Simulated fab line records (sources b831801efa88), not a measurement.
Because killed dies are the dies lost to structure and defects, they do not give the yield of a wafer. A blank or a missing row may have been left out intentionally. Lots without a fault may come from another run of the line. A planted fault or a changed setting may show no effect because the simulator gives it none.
fab line records	flow sky130
record: lots: 7	wafers: 18	last-day: 50
route steps=708 shown VIA3@576 PAD_OPEN@708
lots untouched by any fault: they come from a run of this same line in which no faults occurred
start-h: hours from the record's first day to the start of the lot's first wafer shown	wait-h: time in hours since the lot's previous step	" as in the row above	L1.1+2: a row that stands for several wafers	- either no value or no given start	* or withheld: withheld	< > ~ a bound
route shown NAME@n: a module of which the file shows steps, and the number in the route of the first	usual: the fault-free wafers' mean and standard deviation	same: alike in all rows	chamber/n: place in a boat	sites: the reading at each site	_std_site: standard deviation across them	_edge_site: inner sites' mean taken away from outer sites' mean	radius-mm: for every site, how far away it sits from the centre of the wafer	mask NAME#n: copy n	behind: the tool/chamber that last shaped the wafer	hold: why the lot was held/for how many hours/how that ended	device: the n, p or np transistor that did not switch	end of line: tests run on the same wafers once the route is complete	a step without rows: its recipe alone	killed: the dies lost at the first sort to structure and to defects; this is not the yield of the wafer	map: dies across one wafer; x = killed, . = not, _ = none there
set.NAME: the setting that was run; set.NAME@STEP: the one run at that earlier step	model.NAME: the simulator's own value behind a step, which no gauge read
certain route steps with their lots: each step a table, each wafer a row
services: the hour from which a tool's chamber was out of use, counted from the record's first day as start-h (under 0 if before that day), plus the number of hours and why
== steps ==
step: SKY_VIA3_BOW_MEAS_03
recipe: mode: bow
usual: VIA3_BOW: 79/7.7
lot.wafer	tool	chamber	start-h	wait-h	VIA3_BOW[um]
L251.2	film-metro-03	-	871.31	0.2	87
L251.3	"	-	"	"	70
L251.5	"	-	"	"	79
L255.4	film-metro-02	-	940.93	0.3	79
L255.5	"	-	"	"	80
L256.3	film-metro-03	-	945.45	0.2	84
L256.4	"	-	"	"	81
L258.3	film-metro-03	-	966.24	0.2	79
L258.4	"	-	"	"	70
L264.1	film-metro-02	-	1033.07	0.1	92
L264.4	"	-	"	"	94
L264.5	"	-	"	"	79
L270.2	film-metro-02	-	1040.33	0.3	75
L270.4	"	-	"	"	76
L270.5	"	-	"	"	89
L271.2	film-metro-03	-	1053.92	0.2	83
L271.3	"	-	"	"	87
L271.5	"	-	"	"	82
step: SKY_VIA3_DEHYDRATE_04
recipe: temp-c: 200	time-s: 60
step: SKY_VIA3_HMDS_05
recipe: prime-time-s: 60	prime-temp-c: 120
step: SKY_VIA3_COAT_06
recipe: resist: BARC	temp-c: withheld	time-s: withheld	spin-rpm: 3000	resist-thk-nm: 60
step: SKY_VIA3_COAT_07
recipe: resist: KrF-thick	spin-rpm: 3000	resist-thk-nm: 450
step: SKY_VIA3_SOFTBAKE_08
recipe: temp-c: 100	time-s: 90	resist: KrF-thick
step: SKY_VIA3_EXPOSE_09
recipe: mask-id: VIM3	na: 0.8	source-shape: annular	sigma-inner: 0.55	sigma-outer: 0.85	target-cd-nm: 200	dose-mj: 38
step: SKY_VIA3_PEB_10
recipe: peb-temp-c: withheld	peb-time-s: withheld	resist: KrF-thick
step: SKY_VIA3_DEVELOP_11
recipe: develop-time-s: 60	resist: KrF-thick	dev-temp-c: 21
step: SKY_VIA3_CD_MEAS_12
recipe: target-cd-nm: 200
usual: cd-nm: 200.0/1.4
lot.wafer	tool	chamber	start-h	wait-h	cd-nm
L251.2	cd-sem-01	-	896.18	-	198.6
L251.3	"	-	"	"	200.6
L251.5	"	-	"	"	199.2
L255.4	cd-sem-02	-	965.28	-	201.1
L255.5	"	-	"	"	199.7
L256.3	cd-sem-02	-	969.86	-	197.8
L256.4	"	-	"	"	198.4
L258.3	cd-sem-02	-	990.40	-	200.2
L258.4	"	-	"	"	198.1
L264.1	cd-sem-02	-	1054.40	-	199.0
L264.4	"	-	"	"	198.5
L264.5	"	-	"	"	199.9
L270.2	cd-sem-01	-	1062.34	-	199.8
L270.4	"	-	"	"	199.8
L270.5	"	-	"	"	198.5
L271.2	cd-sem-02	-	1074.99	-	198.7
L271.3	"	-	"	"	198.8
L271.5	"	-	"	"	199.8
step: SKY_VIA3_OVL_MEAS_13
usual: VIA3_OVL: -1/6.5
lot.wafer	tool	chamber	start-h	wait-h	VIA3_OVL[nm]
L251.2	overlay-01	-	896.29	0.1	7
L251.3	"	-	"	"	-5
L251.5	"	-	"	"	-3
L255.4	overlay-01	-	965.36	0.1	4
L255.5	"	-	"	"	-2
L256.3	overlay-01	-	969.95	0.1	6
L256.4	"	-	"	"	7
L258.3	overlay-01	-	990.50	0.1	-7
L258.4	"	-	"	"	4
L264.1	overlay-02	-	1054.52	0.1	-7
L264.4	"	-	"	"	-18
L264.5	"	-	"	"	-8
L270.2	overlay-01	-	1062.45	0.1	5
L270.4	"	-	"	"	2
L270.5	"	-	"	"	4
L271.2	overlay-01	-	1075.10	0.1	-2
L271.3	"	-	"	"	6
L271.5	"	-	"	"	-1
step: SKY_VIA3_ETCH_14
recipe: chemistry: N2/H2	target: BARC	ion-energy-ev: 200	source-w: 500	bias-w: 100	pressure-mtorr: 30	n2-flow-sccm: 100	h2-flow-sccm: 200	stop-on: SiO2	time-s: 45.9	target-depth-a: 600
usual: drypump-motor-current-A: 5.8/0.47	oes-product-au: 0.855/0.0047	run-length-s: 74.2/0.52	throttle-valve-pct: 13.225/0.0091
lot.wafer	tool	chamber	start-h	wait-h	drypump-motor-current-A	oes-product-au	rf-hours-counter-h	run-length-s	throttle-valve-pct
L251.2	rie-diel-04	0	896.32	0.0	6.0	0.860	9	73.9	13.215
L251.3	"	1	"	"	5.5	0.843	13	74.3	13.212
L251.5	"	0	"	"	6.0	0.849	-	73.9	13.221
L255.4	rie-diel-04	3	965.40	0.0	6.4	0.846	-	74.3	13.229
L255.5	"	1	"	"	5.5	0.856	-	74.4	13.225
L256.3	rie-diel-04	2	969.98	0.0	5.8	0.856	20	74.1	13.236
L256.4	"	3	"	"	6.5	0.861	15	74.1	13.222
L258.3	rie-diel-04	1	990.52	0.0	5.5	0.857	16	74.5	13.214
L258.4	"	0	"	"	6.0	0.845	12	74.2	13.225
L264.1	rie-diel-01	2	1054.56	0.0	6.2	0.857	14	74.7	13.205
L264.4	"	0	"	"	5.4	0.849	7	73.1	13.231
L264.5	"	0	"	"	5.4	0.851	-	73.7	13.219
L270.2	rie-diel-02	2	1062.48	0.0	5.6	0.850	3	74.6	13.230
L270.4	"	1	"	"	6.3	0.850	22	74.7	13.238
L270.5	"	2	"	"	5.6	0.856	-	74.6	13.236
L271.2	rie-diel-02	3	1075.13	0.0	5.9	0.851	19	73.7	13.218
L271.3	"	2	"	"	5.6	0.857	4	75.0	13.219
L271.5	"	0	"	"	5.1	0.861	-	74.1	13.235
step: SKY_VIA3_ETCH_15
recipe: target: SiO2	chemistry: C4F8/O2/Ar	target-depth-nm: 507	stop-on: TiN	mask-material: KrF-thick	source-w: 1500	bias-w: 1200	pressure-mtorr: 40	c4f8-flow-sccm: withheld	O2_flow_sccm: 6	Ar_flow_sccm: 300	time-s: 78
usual: oes-product-au: 0.946/0.005	run-length-s: 106.4/0.51
lot.wafer	tool	chamber	start-h	wait-h	oes-product-au	rf-hours-counter-h	run-length-s	model.VIA3.feature-depth-nm	model.etch.depth-nm	model.KrF-thick_of_VIA3_COAT_07.thk-nm
L251.2	rie-diel-04	0	896.36	0.0	0.947	9	106.3	464.6	464.6	290.3
L251.3	"	1	"	"	0.944	13	106.3	465.2	465.2	291.6
L251.5	"	0	"	"	0.946	-	106.2	463.2	463.2	291.6
L255.4	rie-diel-04	3	965.45	0.0	1.003	-	97.7	452	452	302.6
L255.5	"	1	"	"	1.008	-	98.1	451.2	451.2	303
L256.3	rie-diel-04	2	970.02	0.0	0.946	20	106.3	462.3	462.3	289.9
L256.4	"	3	"	"	1.009	15	97.4	453	453	305.2
L258.3	rie-diel-04	1	990.56	0.0	0.949	17	106.4	463.4	463.4	291.1
L258.4	"	0	"	"	1.003	12	97.2	446.4	446.4	304
L264.1	rie-diel-01	2	1054.60	0.0	0.955	14	106.3	465.4	465.4	290.9
L264.4	"	0	"	"	0.947	7	105.8	464.8	464.8	287.9
L264.5	"	0	"	"	0.948	-	105.9	466.9	466.9	287.1
L270.2	rie-diel-02	2	1062.52	0.0	0.947	3	106.7	464.9	464.9	291.2
L270.4	"	1	"	"	0.941	22	106.8	464.2	464.2	293.2
L270.5	"	2	"	"	0.946	-	106.5	465.8	465.8	293.5
L271.2	rie-diel-02	3	1075.17	0.0	0.948	19	106.3	464.9	464.9	289.7
L271.3	"	2	"	"	0.942	4	107.1	464.1	464.1	291.5
L271.5	"	0	"	"	0.944	-	106.5	463.9	463.9	292.2
step: SKY_VIA3_STRIP_16
recipe: chemistry: O2/N2	power-w: 1400	pressure-mtorr: 1500	platen-temp-c: withheld	o2-flow-sccm: 3000	n2-flow-sccm: 300	overash-fraction: 0.5
usual: drypump-motor-current-A: 5.8/0.48	oes-product-au: 0.402/0.0045	strip-time-to-endpoint-s: 4.128/0.017
lot.wafer	tool	chamber	start-h	wait-h	drypump-motor-current-A	oes-product-au	rf-hours-counter-h	strip-time-to-endpoint-s
L251.2	plasma-asher-02	1	896.42	0.0	6.3	0.398	107	4.122
L251.3	"	1	"	"	6.3	0.399	-	4.129
L251.5	"	0	"	"	6.4	0.401	-	4.130
L255.4	plasma-asher-04	0	965.51	0.0	6.3	0.405	-	4.246
L255.5	"	1	"	"	5.0	0.405	-	4.247
L256.3	plasma-asher-02	0	970.11	0.1	6.4	0.396	-	4.114
L256.4	"	1	"	"	6.3	0.408	-	4.279
L258.3	plasma-asher-04	1	990.66	0.1	5.1	0.393	-	4.144
L258.4	"	0	"	"	6.3	0.406	-	4.247
L264.1	plasma-asher-01	1	1054.66	0.0	5.9	0.397	31	4.132
L264.4	"	1	"	"	5.9	0.397	-	4.094
L264.5	"	0	"	"	5.4	0.400	-	4.089
L270.2	plasma-asher-04	0	1062.58	0.0	6.3	0.390	62	4.124
L270.4	"	0	"	"	6.3	0.398	-	4.142
L270.5	"	1	"	"	5.1	0.404	-	4.137
L271.2	plasma-asher-01	0	1075.23	0.0	5.4	0.403	33	4.108
L271.3	"	0	"	"	5.4	0.401	-	4.149
L271.5	"	0	"	"	5.4	0.405	-	4.132
step: SKY_VIA3_STRIP_17
recipe: chemistry: post-etch-residue-remover	time-s: 1200	temp-c: 72.5
step: SKY_PAD_OPEN_PROBE_99
usual: defect-limited-yield: 82.5/1.8	killed_at_M0_to_M3: 43/6.6	killed_at_M4_up: 3.2/1.8	killed-at-contacts: 24/5	killed-at-front-end: 15/4.5	killed-at-other: 0.2/0.46	killed-dies: 86/8.8	killed-open: 48/6.6	killed-short: 38/6.1
same: gross-dies: 492	killed-at-back-side: 0
lot.wafer	tool	chamber	start-h	wait-h	defect-limited-yield[%]	killed_at_M0_to_M3	killed_at_M4_up	killed-at-contacts	killed-at-front-end	killed-at-other	killed-dies	killed-open	killed-short	model.etest.tester.sort-n-pass	model.etest.tester.sort-yield-pct	model.etest.tester.sort_bin_5_pct	model.etest.via3-chain.rc-ohm	model.etest.tester.sort_bin_8_pct
L251.2	prober-02	-	1050.78	0.1	79.3	46	3	33	20	0	102	53	49	390	79.27	12.4	9.78	0
L251.3	prober-02	-	1050.83	0.2	80.3	47	4	35	11	0	97	58	39	395	80.28	10.98	9.154	0
L251.5	prober-02	-	1050.93	0.2	78.7	60	2	23	19	1	105	49	56	387	78.66	11.79	9.654	0
L255.4	prober-02	-	1107.85	0.2	84.1	38	2	22	16	0	78	49	29	397	80.69	13.21	10.46	7.299e-05
L255.5	prober-02	-	1107.90	0.2	83.1	42	6	13	22	0	83	44	39	391	79.47	14.23	10.57	0.001292
L256.3	prober-01	-	1110.99	0.2	83.3	41	1	21	18	1	82	47	35	410	83.33	10.57	9.689	0
L256.4	prober-01	-	1111.04	0.2	80.9	44	1	33	16	0	94	48	46	398	80.89	12.4	10.13	0
L258.3	prober-01	-	1128.93	0.2	83.7	34	4	23	18	1	80	43	37	412	83.74	9.756	9.959	0
L258.4	prober-01	-	1128.98	0.2	85.2	39	3	15	16	0	73	42	31	354	71.95	21.95	14.44	3.304e-06
L264.1	prober-01	-	1178.48	0.1	81.3	50	3	19	20	0	92	45	47	400	81.3	12.4	9.779	0
L264.4	prober-01	-	1178.63	0.2	83.9	41	3	20	15	0	79	49	30	413	83.94	10.57	9.581	0
L264.5	prober-01	-	1178.68	0.2	82.7	43	2	22	18	0	85	52	33	407	82.72	8.74	9.452	0
L270.2	prober-02	-	1186.73	0.1	82.3	44	6	22	15	0	87	47	40	405	82.32	10.16	9.577	0
L270.4	prober-02	-	1186.83	0.2	86.4	25	6	23	13	0	67	38	29	425	86.38	7.724	10.29	0
L270.5	prober-02	-	1186.88	0.2	81.3	53	5	24	10	0	92	50	42	400	81.3	10.37	9.491	0
L271.2	prober-01	-	1194.74	0.1	81.7	48	3	20	19	0	90	44	46	402	81.71	9.756	8.921	0
L271.3	prober-01	-	1194.79	0.2	81.3	43	4	21	24	0	92	52	40	400	81.3	10.98	9.325	0
L271.5	prober-01	-	1194.89	0.2	84.3	43	3	17	14	0	77	47	30	415	84.35	8.943	9.731	0
killed by level:class
L251.2 CONTACT:geometric-particle:open=10 VIA1:geometric-particle:open=9 VIA3:geometric-particle:open=9 LOCAL_INTERCONNECT:geometric-particle:short=8 FIELD_ISO:geometric-particle:short=7 VIA2:geometric-particle:short=6 LI_CONTACT:geometric-particle:open=5 CONTACT:geometric-particle:short=5
L251.3 CONTACT:geometric-particle:open=16 VIA3:geometric-particle:open=9 METAL2:geometric-particle:short=7 LI_CONTACT:geometric-particle:open=7 VIA1:geometric-particle:open=7 METAL1:geometric-particle:short=6 VIA2:geometric-particle:open=6 FIELD_ISO:geometric-particle:open=4
L251.5 CONTACT:geometric-particle:open=13 VIA1:geometric-particle:open=11 METAL1:geometric-particle:short=11 FIELD_ISO:geometric-particle:short=9 VIA3:geometric-particle:open=9 VIA1:geometric-particle:short=9 CONTACT:geometric-particle:short=5 METAL2:geometric-particle:short=5
L255.4 VIA1:geometric-particle:open=11 CONTACT:geometric-particle:open=9 FIELD_ISO:geometric-particle:open=5 POLY_GATE:geometric-particle:open=5 METAL1:geometric-particle:short=5 VIA2:geometric-particle:open=5 LI_CONTACT:geometric-particle:short=4 VIA3:geometric-particle:open=4
L255.5 VIA1:geometric-particle:open=7 FIELD_ISO:geometric-particle:open=6 CONTACT:geometric-particle:open=6 METAL1:geometric-particle:short=6 VIA1:geometric-particle:short=6 FIELD_ISO:geometric-particle:short=5 VIA2:geometric-particle:short=5 VIA2:geometric-particle:open=5
L256.3 VIA1:geometric-particle:open=13 CONTACT:geometric-particle:open=8 FIELD_ISO:geometric-particle:short=7 VIA1:geometric-particle:short=7 LI_CONTACT:geometric-particle:open=5 VIA2:geometric-particle:open=5 METAL1:geometric-particle:short=5 SPACER:geometric-particle:open=4
L256.4 CONTACT:geometric-particle:open=11 VIA2:geometric-particle:open=10 CONTACT:geometric-particle:short=9 FIELD_ISO:geometric-particle:open=7 LI_CONTACT:geometric-particle:open=7 METAL2:geometric-particle:short=6 VIA2:geometric-particle:short=5 LOCAL_INTERCONNECT:geometric-particle:short=5
L258.3 VIA1:geometric-particle:open=12 CONTACT:geometric-particle:open=11 FIELD_ISO:geometric-particle:short=8 CONTACT:geometric-particle:short=6 VIA2:geometric-particle:open=6 FIELD_ISO:geometric-particle:open=4 METAL1:geometric-particle:short=4 METAL4:geometric-particle:short=4
L258.4 VIA1:geometric-particle:open=10 FIELD_ISO:geometric-particle:open=6 VIA3:geometric-particle:open=4 POLY_GATE:geometric-particle:short=4 LI_CONTACT:geometric-particle:open=4 CONTACT:geometric-particle:open=4 METAL1:geometric-particle:short=4 METAL3:geometric-particle:short=4
L264.1 LI_CONTACT:geometric-particle:open=9 FIELD_ISO:geometric-particle:short=7 METAL2:geometric-particle:short=7 VIA3:geometric-particle:open=7 VIA1:geometric-particle:open=6 FIELD_ISO:geometric-particle:open=5 METAL3:geometric-particle:short=5 CONTACT:geometric-particle:open=5
L264.4 VIA3:geometric-particle:open=9 VIA2:geometric-particle:open=7 CONTACT:geometric-particle:open=7 LI_CONTACT:geometric-particle:open=6 POLY_GATE:geometric-particle:open=4 POLY_GATE:geometric-particle:short=4 METAL1:geometric-particle:open=4 METAL1:geometric-particle:short=4
L264.5 VIA1:geometric-particle:open=12 VIA3:geometric-particle:open=10 POLY_GATE:geometric-particle:open=6 LI_CONTACT:geometric-particle:short=6 LI_CONTACT:geometric-particle:open=5 METAL1:geometric-particle:short=5 CONTACT:geometric-particle:open=5 CONTACT:geometric-particle:short=5
L270.2 FIELD_ISO:geometric-particle:open=9 VIA2:geometric-particle:open=9 CONTACT:geometric-particle:open=8 VIA1:geometric-particle:open=8 LI_CONTACT:geometric-particle:open=6 METAL2:geometric-particle:short=6 METAL4:geometric-particle:short=6 CONTACT:geometric-particle:short=5
L270.4 CONTACT:geometric-particle:open=8 LI_CONTACT:geometric-particle:open=6 VIA2:geometric-particle:open=5 FIELD_ISO:geometric-particle:open=4 POLY_GATE:geometric-particle:short=4 METAL4:geometric-particle:short=4 CONTACT:geometric-particle:short=4 METAL1:geometric-particle:open=4
L270.5 METAL1:geometric-particle:short=9 VIA1:geometric-particle:open=9 VIA3:geometric-particle:open=9 LI_CONTACT:geometric-particle:open=8 CONTACT:geometric-particle:open=8 VIA2:geometric-particle:open=7 VIA1:geometric-particle:short=6 LOCAL_INTERCONNECT:geometric-particle:short=5
L271.2 VIA1:geometric-particle:open=9 CONTACT:geometric-particle:open=8 VIA2:geometric-particle:open=7 METAL1:geometric-particle:short=6 VIA3:geometric-particle:open=6 FIELD_ISO:geometric-particle:short=5 CONTACT:geometric-particle:short=5 VIA1:geometric-particle:short=5
L271.3 CONTACT:geometric-particle:open=12 VIA1:geometric-particle:short=9 VIA1:geometric-particle:open=9 FIELD_ISO:geometric-particle:open=7 VIA2:geometric-particle:open=7 FIELD_ISO:geometric-particle:short=6 VIA3:geometric-particle:open=5 METAL1:geometric-particle:short=5
L271.5 VIA1:geometric-particle:open=15 CONTACT:geometric-particle:open=7 METAL1:geometric-particle:short=5 VIA2:geometric-particle:open=5 METAL2:geometric-particle:short=4 VIA3:geometric-particle:open=4 VIA3:geometric-particle:short=4 POLY_GATE:geometric-particle:short=3
== services ==
tool	chamber	start-h	hours	kind
plasma-asher-01	-	874.03	6.4	pm
plasma-asher-04	-	916.72	0.7	repair
rie-diel-04	-	924.58	14.6	pm
rie-diel-04	1	942.26	2.4	repair
rie-diel-01	0	943.99	6.9	repair
rie-diel-02	2	950.12	-	clean
rie-diel-02	2	950.12	-	consumable-replace:showerhead
rie-diel-02	2	950.12	18.0	scheduled-down
rie-diel-02	2	950.12	18.0	vent-cycle
rie-diel-04	2	960.06	7.6	repair
rie-diel-01	-	971.53	2.8	pm
rie-diel-02	-	1016.33	2.8	pm
plasma-asher-01	-	1022.95	4.7	repair
rie-diel-01	3	1032.83	9.1	repair
rie-diel-01	-	1034.31	6.4	repair
plasma-asher-01	-	1047.35	2.8	pm
plasma-asher-02	-	1055.25	9.0	pm
plasma-asher-02	0	1055.25	9.0	vent-cycle
plasma-asher-02	1	1055.25	9.0	vent-cycle
plasma-asher-02	0	1064.25	-	clean
plasma-asher-02	1	1064.25	-	clean
== key ==
first-sign: step: SKY_VIA3_ETCH_15	reading: run-length-s	direction: down	sigmas: 17	usual: *	struck: *
effect: step: SKY_VIA3_ETCH_15	reading: oes-product-au	direction: up	sigmas: 12	usual: 0.946	struck: 1.006
effect: step: SKY_VIA3_STRIP_16	reading: strip-time-to-endpoint-s	direction: up	sigmas: 7.4	usual: *	struck: *
model-effect: step: SKY_VIA3_ETCH_15	value: VIA3.feature-depth-nm	without: 464.1	struck: 450.7
model-effect: step: SKY_PAD_OPEN_PROBE_99	value: etest.tester.sort-n-pass	without: 410	struck: 385
met-at SKY_VIA3_ETCH_15
struck-wafers L255.4,L255.5,L256.4,L258.4
onset-between 896.36 965.45
fault: kind: process-parameter-drift	tool: rie-diel-04	chamber: -	onset-h: 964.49	steps: SKY_VIA3_ETCH_15	channel: time-s	offset: *	shape: step	end-h: 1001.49	scope: struck-wafers-only	acts-in: *	stated: *
